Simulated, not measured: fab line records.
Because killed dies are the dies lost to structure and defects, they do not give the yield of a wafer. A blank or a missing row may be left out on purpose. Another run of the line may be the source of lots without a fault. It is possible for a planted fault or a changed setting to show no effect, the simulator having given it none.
fab line records	flow sky130
[record] lots = 6	wafers = 18	last-day = 50
route steps=708 shown POLY_GATE@222 PAD_OPEN@708
lots with no fault: from the same line, run without faults
start-h: hours from the record's opening day to when the first of the lot's shown wafers began	wait-h: time in hours since the lot's previous step	" same as the row above	L1.1+2: a single row standing in for several wafers	- either no value or no given start	* or withheld: withheld	< > ~ a bound
route shown NAME@n: NAME is a module with steps in the file, n the number in the route of the first one	usual: average and standard deviation across the fault-free wafers	same: alike in all rows	chamber/n: place in a boat	sites: per-site readings	_std_site: the values' standard deviation	_edge_site: outer sites' mean less inner sites'	radius-mm: for every site, how far away it sits from the centre of the wafer	mask NAME#n: copy n	behind: the last tool/chamber to shape the wafer	hold: what put the lot on hold/how long, in hours/how the hold closed	device: the n, p or np transistor that did not switch	end of line: tests of these same wafers at the route's end	where a step has no rows: the recipe by itself	killed: not the wafer's yield, but the dies lost to structure and defects at the first sort	map: a wafer's dies, x killed, . not, _ none there
set.NAME: the setting as run; set.NAME@STEP: as run at that earlier step	model.NAME: the simulator's own value behind a step, which no gauge read
a table for each step, a row for each wafer; lots at some steps of the route
services: when a tool's chamber went out of use (start-h, in hours from the record's first day, below 0 if earlier), for how many hours, and the reason
[[steps]]
[step SKY_POLY_GATE_COAT_08]
[recipe] resist = KrF-thick	spin-rpm = 3000	resist-thk-nm = 450
[step SKY_POLY_GATE_SOFTBAKE_09]
[recipe] temp-c = 100	time-s = 90	resist = KrF-thick
[step SKY_POLY_GATE_EXPOSE_10]
[recipe] mask-id = P1M	na = 0.68	source-shape = conventional	sigma-outer = 0.6	target-cd-nm = 150	dose-mj = 28
[step SKY_POLY_GATE_PEB_11]
[recipe] peb-temp-c = withheld	peb-time-s = withheld	resist = KrF-thick
[step SKY_POLY_GATE_DEVELOP_12]
[recipe] develop-time-s = 57.07	resist = KrF-thick	dev-temp-c = 21
[step SKY_POLY_GATE_CD_MEAS_13]
[recipe] target-cd-nm = 150
[usual] cd-nm = 149.7/1.5
lot.wafer	tool	chamber	start-h	wait-h	cd-nm
L162.2	cd-sem-02	-	383.14	-	150.9
L162.3	"	-	"	"	149.2
L162.4	"	-	"	"	149.7
L169.1	cd-sem-02	-	448.16	-	150.7
L169.3	"	-	"	"	151.1
L169.4	"	-	"	"	151.2
L170.1	cd-sem-02	-	459.23	-	146.8
L170.2	"	-	"	"	147.2
L170.5	"	-	"	"	147.4
L177.3	cd-sem-02	-	524.01	-	150.9
L177.4	"	-	"	"	151.9
L177.6	"	-	"	"	151.7
L180.3	cd-sem-02	-	539.42	-	147.0
L180.4	"	-	"	"	148.0
L180.5	"	-	"	"	148.9
L184.1	cd-sem-01	-	569.77	-	149.5
L184.3	"	-	"	"	151.3
L184.6	"	-	"	"	150.0
[step SKY_POLY_GATE_OVL_MEAS_14]
[usual] POLY_GATE_OVL = -3/4.6
lot.wafer	tool	chamber	start-h	wait-h	POLY_GATE_OVL[nm]
L162.2	overlay-01	-	383.25	0.1	-3
L162.3	"	-	"	"	-7
L162.4	"	-	"	"	0
L169.1	overlay-02	-	448.28	0.1	3
L169.3	"	-	"	"	3
L169.4	"	-	"	"	7
L170.1	overlay-02	-	459.35	0.1	9
L170.2	"	-	"	"	1
L170.5	"	-	"	"	5
L177.3	overlay-02	-	524.10	0.1	-5
L177.4	"	-	"	"	-5
L177.6	"	-	"	"	-2
L180.3	overlay-01	-	539.51	0.1	0
L180.4	"	-	"	"	-6
L180.5	"	-	"	"	-9
L184.1	overlay-01	-	569.89	0.1	-5
L184.3	"	-	"	"	-2
L184.6	"	-	"	"	-3
[step SKY_POLY_GATE_ETCH_15]
[recipe] chemistry = N2/H2	target = BARC	ion-energy-ev = 200	source-w = 500	bias-w = 100	pressure-mtorr = 30	n2-flow-sccm = 100	h2-flow-sccm = 200	stop-on = SiO2	time-s = 118.5	target-depth-a = 1100
[usual] drypump-motor-current-A = 5.7/0.47	h2-flow-sccm = 200.0/0.57	oes-product-au = 0.717/0.0048	throttle-valve-pct = 13.212/0.009
lot.wafer	tool	chamber	start-h	wait-h	drypump-motor-current-A	h2-flow-sccm	oes-product-au	rf-hours-counter-h	throttle-valve-pct
L162.2	rie-diel-04	3	383.28	0.0	5.9	199.7	0.713	3	13.201
L162.3	"	0	"	"	4.9	200.0	0.705	2	13.201
L162.4	"	2	"	"	6.0	199.8	0.711	2	13.225
L169.1	rie-diel-02	3	448.32	0.0	5.1	199.4	0.714	0	13.212
L169.3	"	2	"	"	5.2	199.1	0.718	4	13.200
L169.4	"	0	"	"	6.7	199.8	0.717	4	13.209
L170.1	rie-diel-02	3	459.39	0.0	5.0	199.8	0.717	1	13.214
L170.2	"	2	"	"	5.2	200.5	0.714	4	13.213
L170.5	"	2	"	"	5.1	199.8	0.716	-	13.207
L177.3	rie-diel-04	1	524.12	0.0	5.7	200.1	0.718	6	13.219
L177.4	"	0	"	"	4.9	200.9	0.713	4	13.217
L177.6	"	1	"	"	5.7	200.3	0.714	-	13.193
L180.3	rie-diel-02	3	539.54	0.0	5.0	200.7	0.721	2	13.211
L180.4	"	3	"	"	5.1	200.1	0.732	-	13.214
L180.5	"	0	"	"	6.7	200.0	0.713	-	13.210
L184.1	rie-diel-04	1	569.92	0.0	5.7	198.6	0.715	7	13.234
L184.3	"	2	"	"	6.0	199.3	0.729	5	13.230
L184.6	"	0	"	"	5.0	201.0	0.720	-	13.219
[step SKY_POLY_GATE_ETCH_16]
[recipe] stop-on = poly-Si	chemistry = CH3F/O2	target = Si3N4	source-w = 400	bias-w = 80	pressure-mtorr = 25	ch3f-flow-sccm = 40	O2_flow_sccm = 30	time-s = 147.5	target-depth-a = 750
[usual] drypump-motor-current-A = 5.7/0.47	oes-product-au = 0.639/0.0058	throttle-valve-pct = 10.535/0.0082
lot.wafer	tool	chamber	start-h	wait-h	drypump-motor-current-A	oes-product-au	rf-hours-counter-h	throttle-valve-pct
L162.2	rie-diel-04	3	383.36	0.0	5.8	0.645	3	10.533
L162.3	"	0	"	"	5.0	0.640	2	10.544
L162.4	"	2	"	"	6.0	0.627	2	10.530
L169.1	rie-diel-02	3	448.40	0.0	5.0	0.640	0	10.544
L169.3	"	2	"	"	5.1	0.653	4	10.535
L169.4	"	0	"	"	6.7	0.644	4	10.535
L170.1	rie-diel-02	3	459.47	0.0	5.1	0.636	1	10.530
L170.2	"	2	"	"	5.1	0.623	4	10.521
L170.5	"	2	"	"	5.1	0.635	-	10.541
L177.3	rie-diel-04	1	524.21	0.0	5.7	0.638	7	10.528
L177.4	"	0	"	"	4.9	0.639	4	10.538
L177.6	"	1	"	"	5.7	0.634	-	10.548
L180.3	rie-diel-02	3	539.62	0.0	5.0	0.640	2	10.542
L180.4	"	3	"	"	5.0	0.632	-	10.535
L180.5	"	0	"	"	6.7	0.630	-	10.527
L184.1	rie-diel-04	1	570.00	0.0	5.6	0.647	7	10.526
L184.3	"	2	"	"	6.0	0.643	5	10.542
L184.6	"	0	"	"	4.9	0.645	-	10.530
[step SKY_POLY_GATE_ETCH_17]
[recipe] target-depth-nm = 180	stop-on = SiO2	over-etch-frac = 0.56667	chemistry = HBr/Cl2	target = poly-Si	icp-w = 400	bias-w = 100	pressure-mtorr = 10	HBr_flow_sccm = 150	Cl2_flow_sccm = 50	time-s = 70.5
[usual] drypump-motor-current-A = 5.5/0.31	oes-product-au = 0.987/0.0091	throttle-valve-pct = 33.683/0.0092
lot.wafer	tool	chamber	start-h	wait-h	drypump-motor-current-A	oes-product-au	rf-hours-counter-h	throttle-valve-pct
L162.2	rie-si-01	3	383.46	0.0	6.0	0.995	4	33.680
L162.3	"	2	"	"	5.1	0.972	1	33.678
L162.4	"	1	"	"	5.3	0.997	44	33.686
L169.1	rie-si-01	3	448.50	0.0	6.0	1.003	5	33.657
L169.3	"	2	"	"	5.1	0.986	2	33.692
L169.4	"	1	"	"	5.3	1.000	45	33.692
L170.1	rie-si-02	1	459.57	0.0	5.6	0.975	2	33.686
L170.2	"	2	"	"	5.3	0.996	3	33.670
L170.5	"	2	"	"	5.3	1.002	-	33.689
L177.3	rie-si-02	0	524.30	0.0	6.1	0.986	1	33.681
L177.4	"	2	"	"	5.3	0.997	3	33.687
L177.6	"	0	"	"	6.1	0.976	-	33.679
L180.3	rie-si-02	0	539.72	0.0	6.1	0.983	1	33.693
L180.4	"	2	"	"	5.3	0.993	3	33.684
L180.5	"	0	"	"	6.1	0.980	-	33.674
L184.1	rie-si-02	3	570.10	0.0	5.4	0.985	1	33.700
L184.3	"	1	"	"	5.5	0.974	3	33.664
L184.6	"	2	"	"	5.3	0.991	-	33.684
[step SKY_POLY_GATE_STRIP_18]
[recipe] chemistry = O2/N2	power-w = 1400	pressure-mtorr = 1500	platen-temp-c = withheld	o2-flow-sccm = 3000	n2-flow-sccm = 300	overash-fraction = 0.5
[usual] drypump-motor-current-A = 5.60/0.27	oes-product-au = 0.361/0.0049	strip-time-to-endpoint-s = 3.17/0.044
lot.wafer	tool	chamber	start-h	wait-h	drypump-motor-current-A	oes-product-au	rf-hours-counter-h	strip-time-to-endpoint-s
L162.2	plasma-asher-04	0	383.51	0.0	5.68	0.354	73	3.12
L162.3	"	0	"	"	5.66	0.360	-	3.13
L162.4	"	1	"	"	5.99	0.363	-	3.20
L169.1	plasma-asher-02	1	448.55	0.0	5.25	0.350	73	3.18
L169.3	"	1	"	"	5.26	0.361	-	3.25
L169.4	"	0	"	"	5.78	0.364	-	3.23
L170.1	plasma-asher-02	0	459.62	0.0	5.79	0.363	74	3.22
L170.2	"	1	"	"	5.26	0.358	74	3.19
L170.5	"	1	"	"	5.22	0.364	-	3.19
L177.3	plasma-asher-04	0	524.39	0.1	5.65	0.359	-	3.14
L177.4	"	1	"	"	5.94	0.356	-	3.10
L177.6	"	0	"	"	5.64	0.356	-	3.12
L180.3	plasma-asher-04	1	539.81	0.1	5.97	0.365	-	3.23
L180.4	"	0	"	"	5.64	0.362	-	3.22
L180.5	"	0	"	"	5.66	0.364	-	3.23
L184.1	plasma-asher-02	0	570.16	0.0	5.76	0.366	85	3.14
L184.3	"	0	"	"	5.77	0.361	-	3.21
L184.6	"	1	"	"	5.24	0.355	-	3.08
[step SKY_POLY_GATE_CLEAN_19]
[recipe] chemistry = SC1/SC2	mix = 1:4:20	temp-c = 70	time-s = 150	dry = n2-spin
[step SKY_POLY_GATE_OXIDATION_20]
[recipe] temp-c = 850	ambient = O2	stabilise-s = 600	purge-s = 300	target-thk-a = 40	ox-time-s = 899
[usual] spike-tc-bottom-C = 871.2/1.5	spike-tc-centre-C = 851.3/1.6	spike-tc-lower-C = 849.7/1	spike-tc-top-C = 863.6/2.7	spike-tc-upper-C = 849.6/1.2	tube-center-temp-C = 850/0.08	tube_center_temp_C_max = 852.2/0.38
[same] stabilise-s = 600
lot.wafer	tool	chamber	start-h	wait-h	spike-tc-bottom-C	spike-tc-centre-C	spike-tc-lower-C	spike-tc-top-C	spike-tc-upper-C	tube-center-temp-C	tube_center_temp_C_max	model.SiO2_of_POLY_GATE_OXIDATION_20.thk-nm
L162.2	furnace-02	0	384.88	1.2	873.7	852.7	850.5	866.3	848.7	849.96	852.4	3.964
L162.3	"	0	"	"	872.6	853.1	850.2	867.3	849.5	849.97	852.3	3.961
L162.4	"	0	"	"	872.7	853.2	850.2	866.3	850.0	850.02	852.5	3.977
L169.1	furnace-02	0	449.25	0.5	888.6	867.8	866.1	882.2	864.9	866.34	869.0	4.938
L169.3	"	0	"	"	888.2	870.3	867.1	883.6	866.4	866.21	868.1	4.991
L169.4	"	0	"	"	889.4	869.9	866.5	883.1	867.4	866.25	868.7	4.993
L170.1	furnace-02	0	459.77	0.0	887.4	869.2	865.2	882.4	865.4	866.3	868.9	4.946
L170.2	"	0	"	"	888.3	868.6	867.4	882.3	867.0	866.17	868.5	4.803
L170.5	"	0	"	"	890.0	869.0	866.7	879.9	867.3	866.33	868.3	4.899
L177.3	furnace-01	0	524.51	0.0	869.2	848.7	850.7	862.0	850.3	849.84	851.5	4.015
L177.4	"	0	"	"	870.6	850.2	849.9	861.6	850.3	849.95	852.2	4.001
L177.6	"	0	"	"	870.0	850.3	848.1	860.6	847.9	849.92	852.8	3.982
L180.3	furnace-01	0	540.14	0.2	869.5	849.4	849.8	862.2	850.1	849.96	852.3	3.981
L180.4	"	0	"	"	868.7	850.3	849.3	862.9	850.2	850.04	853.2	4.035
L180.5	"	0	"	"	870.5	849.6	850.9	863.1	849.8	849.95	852.2	4.077
L184.1	furnace-01	0	570.31	0.0	871.2	849.6	850.1	859.9	850.0	850.1	852.2	3.927
L184.3	"	0	"	"	869.4	852.1	849.6	861.1	847.5	849.95	852.0	3.929
L184.6	"	0	"	"	871.3	850.5	851.7	863.6	851.1	849.9	851.8	3.96
[step SKY_POLY_GATE_THK_MEAS_21]
[recipe] reads = SiO2_of_POLY_GATE_OXIDATION_20
[usual] POLY_GATE_OXIDATION_THK = 4.02/0.081
lot.wafer	tool	chamber	start-h	wait-h	hold	POLY_GATE_OXIDATION_THK[nm]
L162.2	film-metro-04	-	386.14	0.0	-	3.97
L162.3	"	-	"	"	-	4.00
L162.4	"	-	"	"	-	4.00
L169.1	film-metro-01	-	450.50	0.0	await-dispo/0.2h/release	4.93
L169.3	"	-	"	"	await-dispo/0.2h/release	4.91
L169.4	"	-	"	"	await-dispo/0.2h/release	5.01
L169.1	film-metro-01	-	450.72	0.2	-	5.01
L169.3	"	-	"	"	-	4.97
L169.4	"	-	"	"	-	5.02
L170.1	film-metro-04	-	461.02	0.0	await-dispo/0.2h/release	4.92
L170.2	"	-	"	"	await-dispo/0.2h/release	4.78
L170.5	"	-	"	"	await-dispo/0.2h/release	4.95
L170.1	film-metro-04	-	461.25	0.2	-	4.93
L170.2	"	-	"	"	-	4.82
L170.5	"	-	"	"	-	4.90
L177.3	film-metro-01	-	525.78	0.0	-	4.03
L177.4	"	-	"	"	-	4.02
L177.6	"	-	"	"	-	3.99
L180.3	film-metro-03	-	541.41	0.0	-	3.92
L180.4	"	-	"	"	-	4.05
L180.5	"	-	"	"	-	4.06
L184.1	film-metro-04	-	571.56	0.0	-	3.93
L184.3	"	-	"	"	-	3.93
L184.6	"	-	"	"	-	3.91
[step SKY_POLY_GATE_CD_MEAS_22]
[usual] cd-nm = 151/3.2
lot.wafer	tool	chamber	start-h	wait-h	hold	cd-nm
L162.2	cd-sem-02	-	386.22	0.1	-	150
L162.3	"	-	"	"	-	148
L162.4	"	-	"	"	-	153
L169.1	cd-sem-01	-	453.54	2.8	await-dispo/2.8h/release	152
L169.3	"	-	"	"	await-dispo/2.8h/release	152
L169.4	"	-	"	"	await-dispo/2.8h/release	153
L170.1	cd-sem-02	-	465.69	4.4	await-dispo/4.4h/release	151
L170.2	"	-	"	"	await-dispo/4.4h/release	150
L170.5	"	-	"	"	await-dispo/4.4h/release	152
L177.3	cd-sem-02	-	525.88	0.1	-	154
L177.4	"	-	"	"	-	153
L177.6	"	-	"	"	-	155
L180.3	cd-sem-02	-	541.50	0.1	-	150
L180.4	"	-	"	"	-	152
L180.5	"	-	"	"	-	151
L184.1	cd-sem-01	-	571.62	0.1	-	155
L184.3	"	-	"	"	-	157
L184.6	"	-	"	"	-	149
[step SKY_PAD_OPEN_PROBE_99]
[usual] killed_at_M0_to_M3 = 42/7.5	killed_at_M4_up = 3.2/1.7	killed-at-contacts = 24/5.1	killed-at-front-end = 15/4.1	killed-at-other = 0.3/0.58	killed-dies = 85/8.9	killed-open = 46/6.4	killed-short = 39/6
[same] gross-dies = 492	killed-at-back-side = 0
lot.wafer	tool	chamber	start-h	wait-h	killed_at_M0_to_M3	killed_at_M4_up	killed-at-contacts	killed-at-front-end	killed-at-other	killed-dies	killed-open	killed-short	model.etest.tip-sonos.rs-ohm-sq	model.etest.tip-n.rs-ohm-sq	model.etest.res-pdiff.rs-ohm-sq
L162.2	prober-02	-	1086.64	0.1	40	5	24	18	0	87	44	43	2549	442.5	197.4
L162.3	prober-02	-	1086.69	0.2	37	7	20	12	0	76	46	30	2660	447.8	199.2
L162.4	prober-02	-	1086.74	0.2	30	2	24	16	1	73	39	34	2616	444	198.5
L169.1	prober-01	-	1130.76	0.1	43	8	26	18	0	95	52	42	2917	448.3	197.4
L169.3	prober-01	-	1130.86	0.2	45	4	30	9	0	88	48	39	2938	454	198.6
L169.4	prober-01	-	1130.91	0.2	52	5	20	22	0	99	49	48	2922	453	197.6
L170.1	prober-02	-	1136.04	0.1	38	3	32	19	0	92	52	40	3017	461	203.3
L170.2	prober-02	-	1136.09	0.1	38	3	40	16	0	97	53	43	2864	459.1	202.3
L170.5	prober-02	-	1136.24	0.2	41	4	24	23	0	92	51	41	2929	459.9	200.6
L177.3	prober-02	-	1177.09	0.2	36	2	16	17	1	72	38	33	2651	441.3	197.2
L177.4	prober-02	-	1177.14	0.2	41	3	26	14	0	84	45	39	2610	440.7	194.1
L177.6	prober-02	-	1177.24	0.2	32	1	26	19	0	78	39	39	2598	441.2	196.7
L180.3	prober-02	-	1183.63	0.2	39	4	20	8	0	71	41	30	2746	445.8	199.4
L180.4	prober-02	-	1183.68	0.2	48	4	27	6	0	85	43	42	2739	442.7	199.8
L180.5	prober-02	-	1183.73	0.2	44	3	26	13	0	86	42	44	2809	447.2	199
L184.1	prober-02	-	1198.44	0.1	42	3	28	9	0	82	49	33	2682	438.7	197.8
L184.3	prober-02	-	1198.54	0.2	51	3	15	13	0	82	48	34	2639	438.9	198.7
L184.6	prober-02	-	1198.69	0.2	40	4	23	26	0	93	48	45	2607	437.1	199
// killed by level:class
L162.2 VIA2:geometric-particle:open=9 CONTACT:geometric-particle:open=9 FIELD_ISO:geometric-particle:open=6 METAL2:geometric-particle:short=6 VIA3:geometric-particle:open=6 VIA2:geometric-particle:short=6 LOCAL_INTERCONNECT:geometric-particle:short=5 CONTACT:geometric-particle:short=5
L162.3 CONTACT:geometric-particle:open=14 VIA1:geometric-particle:open=12 FIELD_ISO:geometric-particle:open=5 METAL2:geometric-particle:short=5 VIA2:geometric-particle:open=5 METAL4:geometric-particle:short=5 FIELD_ISO:geometric-particle:short=4 VIA1:geometric-particle:short=4
L162.4 CONTACT:geometric-particle:open=11 FIELD_ISO:geometric-particle:open=7 LOCAL_INTERCONNECT:geometric-particle:short=7 VIA2:geometric-particle:open=7 VIA1:geometric-particle:open=5 METAL2:geometric-particle:short=4 FIELD_ISO:geometric-particle:short=3 POLY_GATE:geometric-particle:open=3
L169.1 CONTACT:geometric-particle:open=11 VIA1:geometric-particle:open=10 LI_CONTACT:geometric-particle:open=8 FIELD_ISO:geometric-particle:short=5 CONTACT:geometric-particle:short=5 VIA2:geometric-particle:open=5 VIA3:geometric-particle:short=5 POLY_GATE:geometric-particle:open=4
L169.3 CONTACT:geometric-particle:open=13 LOCAL_INTERCONNECT:geometric-particle:short=8 VIA1:geometric-particle:open=8 METAL3:geometric-particle:short=7 VIA2:geometric-particle:open=7 CONTACT:geometric-particle:short=5 METAL1:geometric-particle:short=5 VIA3:geometric-particle:open=5
L169.4 VIA1:geometric-particle:open=15 METAL2:geometric-particle:short=8 VIA3:geometric-particle:open=7 LI_CONTACT:geometric-particle:open=6 CONTACT:geometric-particle:short=5 VIA1:geometric-particle:short=5 FIELD_ISO:geometric-particle:short=4 POLY_GATE:geometric-particle:open=4
L170.1 VIA1:geometric-particle:open=13 CONTACT:geometric-particle:open=9 LI_CONTACT:geometric-particle:open=8 LI_CONTACT:geometric-particle:short=5 CONTACT:geometric-particle:short=5 METAL2:geometric-particle:short=5 VIA3:geometric-particle:open=5 LOCAL_INTERCONNECT:geometric-particle:short=4
L170.2 CONTACT:geometric-particle:open=14 VIA1:geometric-particle:open=11 LOCAL_INTERCONNECT:geometric-particle:short=9 LI_CONTACT:geometric-particle:open=6 CONTACT:geometric-particle:short=6 VIA3:geometric-particle:open=6 METAL2:geometric-particle:short=5 FIELD_ISO:geometric-particle:open=4
L170.5 CONTACT:geometric-particle:open=16 POLY_GATE:geometric-particle:short=9 VIA3:geometric-particle:open=8 VIA2:geometric-particle:open=6 METAL3:geometric-particle:short=6 POLY_GATE:geometric-particle:open=5 METAL1:geometric-particle:short=5 LI_CONTACT:geometric-particle:open=4
L177.3 VIA1:geometric-particle:open=9 VIA3:geometric-particle:open=7 POLY_GATE:geometric-particle:open=6 CONTACT:geometric-particle:short=6 FIELD_ISO:geometric-particle:short=4 LI_CONTACT:geometric-particle:open=4 VIA2:geometric-particle:open=4 VIA3:geometric-particle:short=4
L177.4 VIA3:geometric-particle:open=8 CONTACT:geometric-particle:open=8 VIA1:geometric-particle:open=8 VIA2:geometric-particle:open=8 METAL2:geometric-particle:short=7 FIELD_ISO:geometric-particle:short=5 LI_CONTACT:geometric-particle:open=5 CONTACT:geometric-particle:short=5
L177.6 POLY_GATE:geometric-particle:open=12 CONTACT:geometric-particle:short=9 METAL1:geometric-particle:short=8 CONTACT:geometric-particle:open=7 LI_CONTACT:geometric-particle:open=5 METAL2:geometric-particle:short=5 VIA2:geometric-particle:open=5 FIELD_ISO:geometric-particle:short=4
L180.3 CONTACT:geometric-particle:open=7 VIA1:geometric-particle:open=6 VIA2:geometric-particle:open=6 VIA3:geometric-particle:open=6 LI_CONTACT:geometric-particle:open=5 METAL2:geometric-particle:open=5 VIA1:geometric-particle:short=5 METAL2:geometric-particle:short=5
L180.4 VIA3:geometric-particle:open=12 CONTACT:geometric-particle:open=8 VIA1:geometric-particle:open=7 LI_CONTACT:geometric-particle:open=6 VIA1:geometric-particle:short=6 METAL1:geometric-particle:short=6 CONTACT:geometric-particle:short=5 METAL2:geometric-particle:short=5
L180.5 VIA1:geometric-particle:open=14 METAL2:geometric-particle:short=8 CONTACT:geometric-particle:short=7 CONTACT:geometric-particle:open=7 LI_CONTACT:geometric-particle:open=6 VIA1:geometric-particle:short=5 VIA2:geometric-particle:open=5 FIELD_ISO:geometric-particle:short=4
L184.1 VIA1:geometric-particle:open=12 CONTACT:geometric-particle:open=9 LI_CONTACT:geometric-particle:open=7 VIA3:geometric-particle:open=7 LOCAL_INTERCONNECT:geometric-particle:short=6 METAL2:geometric-particle:short=5 VIA2:geometric-particle:open=5 POLY_GATE:geometric-particle:open=3
L184.3 VIA1:geometric-particle:open=12 VIA2:geometric-particle:open=12 VIA3:geometric-particle:open=9 VIA1:geometric-particle:short=5 CONTACT:geometric-particle:open=4 CONTACT:geometric-particle:short=4 METAL2:geometric-particle:short=4 FIELD_ISO:geometric-particle:short=3
L184.6 CONTACT:geometric-particle:open=13 FIELD_ISO:geometric-particle:open=9 METAL2:geometric-particle:short=8 POLY_GATE:geometric-particle:open=6 VIA1:geometric-particle:open=6 VIA2:geometric-particle:short=6 VIA3:geometric-particle:open=6 POLY_GATE:geometric-particle:short=4
[[services]]
tool	chamber	start-h	hours	kind
rie-si-02	-	369.98	14.6	pm
rie-diel-02	1	372.26	-	clean
rie-diel-02	1	372.26	28.3	scheduled-down
rie-diel-02	1	372.26	28.3	vent-cycle
furnace-01	-	378.13	3.7	pm
furnace-01	-	384.88	4.1	pm
rie-diel-02	3	406.00	-	clean
rie-diel-04	0	411.59	6.0	repair
rie-diel-04	2	419.45	7.6	repair
plasma-asher-04	-	421.25	9.0	pm
plasma-asher-04	-	432.81	1.9	repair
rie-diel-04	2	445.03	1.3	repair
rie-si-01	3	451.24	2.2	repair
rie-si-01	1	457.50	6.0	repair
rie-diel-02	0	457.52	2.7	repair
rie-si-01	0	487.46	8.0	repair
furnace-02	-	517.92	3.7	pm
rie-diel-04	1	519.31	2.9	repair
furnace-01	-	521.60	2.5	pm
rie-diel-02	-	527.85	2.8	pm
rie-diel-02	2	531.16	9.1	repair
furnace-01	-	546.13	3.1	pm
rie-diel-04	2	550.29	3.6	repair
rie-diel-02	3	552.51	2.4	repair
[[key]]
[first-sign] step = SKY_POLY_GATE_OXIDATION_20	reading = tube-center-temp-C	direction = up	sigmas = 99+	usual = *	struck = *
[effect] step = SKY_POLY_GATE_OXIDATION_20	reading = tube_center_temp_C_max	direction = up	sigmas = 44	usual = *	struck = *
[effect] step = SKY_POLY_GATE_THK_MEAS_21	reading = visit	direction = added
[effect] step = SKY_POLY_GATE_THK_MEAS_21	reading = POLY_GATE_OXIDATION_THK	direction = up	sigmas = 11	usual = 4.02	struck = 4.92
[model-effect] step = SKY_POLY_GATE_OXIDATION_20	value = SiO2_of_POLY_GATE_OXIDATION_20.thk-nm	without = 4.031	struck = 4.928
[model-effect] step = SKY_PAD_OPEN_PROBE_99	value = etest.tip-sonos.rs-ohm-sq	without = 2764	struck = 2931
met-at SKY_POLY_GATE_OXIDATION_20
struck-wafers L169.1,L169.3,L169.4,L170.1,L170.2,L170.5
tester-left-out L169,L170
onset-between 384.88 449.25
[fault] kind = process-parameter-drift	tool = furnace-02	chamber = -	onset-h = 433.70	steps = SKY_POLY_GATE_OXIDATION_20	channel = temp-c	offset = *	shape = step	end-h = 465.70	acts-in = *	stated = *
// tester-left-out: of these lots the tester's yield and bins aren't shown, on N5 and GAA mostly nor the transistor test; their killed dies are dies lost to structure and defects alone, not to doping, threshold or leakage, so they don't give the yield
